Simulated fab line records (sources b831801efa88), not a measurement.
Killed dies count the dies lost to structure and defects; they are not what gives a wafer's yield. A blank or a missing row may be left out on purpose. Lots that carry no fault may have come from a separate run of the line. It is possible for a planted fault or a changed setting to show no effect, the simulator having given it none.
Chamber matching + flow sky130 + SKY_FIELD_ISO_CMP_27 on cmp-02 has 4 sister chambers
The step polishes, stops on Si3N4, t overpolish 16 s, target thk 457.8 nm. 20 wafers are shown with their chamber, then 10 later ones without.

WAFERS, EACH WITH ITS CHAMBER
| wafer  | chamber | motor current A (A) | time to endpoint s (s) | overpolish run s (s) |
|--------|---------|---------------------|------------------------|----------------------|
| L284.4 | 1       | 13.2                | 113                    | 16.002               |
| L284.5 | 1       | 12.7                | 111                    | 15.997               |
| L284.6 | 2       | 11.1                | 113                    | 15.999               |
| L285.1 | 1       | 13.4                | 109                    | 16.007               |
| L285.4 | 2       | 10.8                | 110                    | 15.995               |
| L285.5 | 1       | 13.2                | 112                    | 15.986               |
| L286.3 | 2       | 11.3                | 114                    | 15.990               |
| L286.4 | 0       | 14.0                | 111                    | 16.002               |
| L286.5 | 1       | 12.5                | 116                    | 15.998               |
| L294.1 | 2       | 10.8                | 113                    | 16.002               |
| L294.2 | 0       | 13.8                | 113                    | 16.017               |
| L294.5 | 2       | 11.2                | 110                    | 15.987               |
| L295.1 | 2       | 10.6                | 108                    | 16.004               |
| L295.3 | 1       | 12.3                | 107                    | 16.006               |
| L295.6 | 3       | 11.1                | 107                    | 16.007               |
| L297.1 | 1       | 12.7                | 109                    | 16.009               |
| L297.2 | 2       | 10.9                | 111                    | 16.003               |
| L297.4 | 0       | 13.0                | 113                    | 16.014               |
| L299.2 | 1       | 12.4                | 112                    | 16.000               |
| L299.4 | 2       | 11.1                | 116                    | 15.982               |

SIGNATURES (averages over the wafers above)
| reading            | chamber 0 | chamber 1 | chamber 2 | chamber 3 | scatter within a chamber |
|--------------------|-----------|-----------|-----------|-----------|--------------------------|
| motor current A    | 13.600    | 12.800    | 10.975    | 11.100    | 0.367                    |
| time to endpoint s | 112.33    | 111.12    | 111.88    | 107.00    | 2.55                     |
| overpolish run s   | 16.01100  | 16.00062  | 15.99525  | 16.00700  | 0.00778                  |
Rule: distance of a wafer from a chamber = root of the sum over the readings of ((wafer's reading minus chamber's mean) / reading's scatter) squared. If the next closest chamber is less than 2 further off than the closest, the wafer can't be placed; otherwise it belongs to the closest. How the scatter is found: for the shown wafers, subtract from each reading the mean of its chamber, square and add these, divide the total by (wafers less chambers), then take the root.

WAFERS WITH NO CHAMBER GIVEN
| wafer  | motor current A (A) | time to endpoint s (s) | overpolish run s (s) |
|--------|---------------------|------------------------|----------------------|
| L299.5 | 11.6                | 111                    | 15.998               |
| L300.4 | 10.8                | 122                    | 16.005               |
| L300.5 | 11.0                | 122                    | 16.011               |
| L300.6 | 13.2                | 118                    | 15.998               |
| L301.1 | 13.3                | 111                    | 16.001               |
| L301.5 | 13.9                | 113                    | 16.001               |
| L301.6 | 11.8                | 114                    | 15.992               |
| L302.1 | 11.7                | 113                    | 16.008               |
| L302.2 | 13.9                | 114                    | 16.010               |
| L302.4 | 10.6                | 117                    | 16.001               |

WHICH CHAMBER EACH WENT THROUGH
| wafer  | from the rows above          | in truth |
|--------|------------------------------|----------|
| L299.5 | can't be placed: 2 or 3 or 1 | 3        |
| L300.4 | can't be placed: 2 or 3      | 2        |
| L300.5 | can't be placed: 2 or 3      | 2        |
| L300.6 | can't be placed: 1 or 0      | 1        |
| L301.1 | can't be placed: 1 or 0      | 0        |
| L301.5 | can't be placed: 0 or 1      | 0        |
| L301.6 | can't be placed: 2 or 1 or 3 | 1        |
| L302.1 | can't be placed: 2 or 3 or 1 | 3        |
| L302.2 | 0                            | 0        |
| L302.4 | can't be placed: 2 or 3      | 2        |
Correctly placed: 1 of 10. Not placeable from these rows: 9 (in 9, the candidates include the true chamber). Placed wrongly: 0.
